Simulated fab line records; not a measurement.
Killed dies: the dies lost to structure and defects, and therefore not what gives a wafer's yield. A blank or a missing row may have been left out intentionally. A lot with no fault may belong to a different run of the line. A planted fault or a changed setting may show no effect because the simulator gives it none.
Comparing a struck lot with a sound one	flow sky130	18 steps out of a route of 708
Sound: wafers L445.1, L445.2, L445.3. Wafers L456.1, L456.2, L456.5 were the ones struck. The cause is named last.
Order at every step that has rows: each side's tool, ch and its chambers, its first start. Under that, the readings that differ: sound wafers	struck wafers	difference of the means	sigmas: that difference in standard deviations of wafers without a fault.
alike: readings with means less than 2 such deviations apart, plus words and numbers identical on both sides. not compared: withheld readings, readings lacking a value on some wafer, bounds such as >300 that could conceal the same value, and numbers that have no deviation in the record and whose values overlap.
The two part at a step that has a row with sigmas, a row that says differs or no value, or rows on one side only. Non-overlapping numbers with no deviation appear without sigmas and do not part them. Lack of a reading on every wafer of one side parts them only where that side has two or more wafers.

first, 4 steps without rows for these wafers: SKY_VT_ADJUST_LVTN_SOFTBAKE_03; SKY_VT_ADJUST_LVTN_EXPOSE_04 (exposes mask NWM COMPLEMENT LESS NATIVE, target cd 840 nm); SKY_VT_ADJUST_LVTN_PEB_05; SKY_VT_ADJUST_LVTN_DEVELOP_06 (develop time 60 s).
SKY_VT_ADJUST_LVTN_OVL_MEAS_07:
  struck on overlay-01, day 12 04:19; sound on overlay-01, day 9 08:49
  alike: VT_ADJUST_LVTN_OVL
then, 1 step without rows for these wafers: SKY_VT_ADJUST_LVTN_IMPLANT_08.
SKY_VT_ADJUST_LVTN_STRIP_09: strips in O2/N2.
  sound on plasma asher-02 ch 0,1, day 9 09:00; struck on plasma asher-02 ch 0,1, day 12 04:30
  alike: chamber pressure mTorr, drypump motor current A, oes product au, strip time to endpoint s
  not compared: rf hours counter h
SKY_VT_ADJUST_LVTN_TW_MEAS_10:
  struck on film metro-03, day 12 04:36; sound on film metro-03, day 9 09:06
  alike: VT_ADJUST_LVTN_TW
then, 4 steps without rows for these wafers: SKY_VT_ADJUST_LVTN_DEHYDRATE_11 (time 60 s); SKY_VT_ADJUST_LVTN_HMDS_12 (prime time 60 s); SKY_VT_ADJUST_LVTN_COAT_13 (resist thk 1140 nm); SKY_VT_ADJUST_LVTN_SOFTBAKE_14 (time 60 s).
SKY_VT_ADJUST_LVTN_EXPOSE_15: exposes mask HVN STD DERIVED, target cd 600 nm.
  sound on iline stepper-02 ch 0, day 9 19:47; struck on iline stepper-01 ch 0, day 12 16:59
reading	sound	struck	difference	sigmas
model.VT_ADJUST_LVTN.overlay x nm (nm)	-0.4683 -0.4683 -0.4683	180.9 180.9 180.9	+181.4	
  alike: mask, reticle temp C
then, 2 steps without rows for these wafers: SKY_VT_ADJUST_LVTN_PEB_16; SKY_VT_ADJUST_LVTN_DEVELOP_17 (develop time 60 s).
SKY_VT_ADJUST_LVTN_OVL_MEAS_18:
  struck on overlay-02, day 13 04:22; sound on overlay-02, day 10 06:45
reading	sound	struck	difference	sigmas
VT_ADJUST_LVTN_01_OVL (nm)	-1.1 0.5 -1.3	178.8 180.4 180.7	+180.6	+99 or more
then, 1 step without rows for these wafers: SKY_VT_ADJUST_LVTN_IMPLANT_19.
-- a jump in the record: the struck wafers' starts before and after are 37 days apart (it breaks off in module VT_ADJUST_LVTN and resumes in module PAD_OPEN, where the first step shown is number 708 of the route) --
SKY_PAD_OPEN_PROBE_99:
  struck on prober-02, day 50 08:17; sound on prober-01, day 48 04:40
  alike: killed_at_M0_to_M3, killed_at_M4_up, killed at contacts, killed at front end, killed at other, killed dies, killed open, killed short

== WHERE THEY PART ==
Within this record, at SKY_VT_ADJUST_LVTN_OVL_MEAS_18 only. Later steps at which nothing parts them and some readings are alike: SKY_PAD_OPEN_PROBE_99.

WHY: what had been put in by the simulator
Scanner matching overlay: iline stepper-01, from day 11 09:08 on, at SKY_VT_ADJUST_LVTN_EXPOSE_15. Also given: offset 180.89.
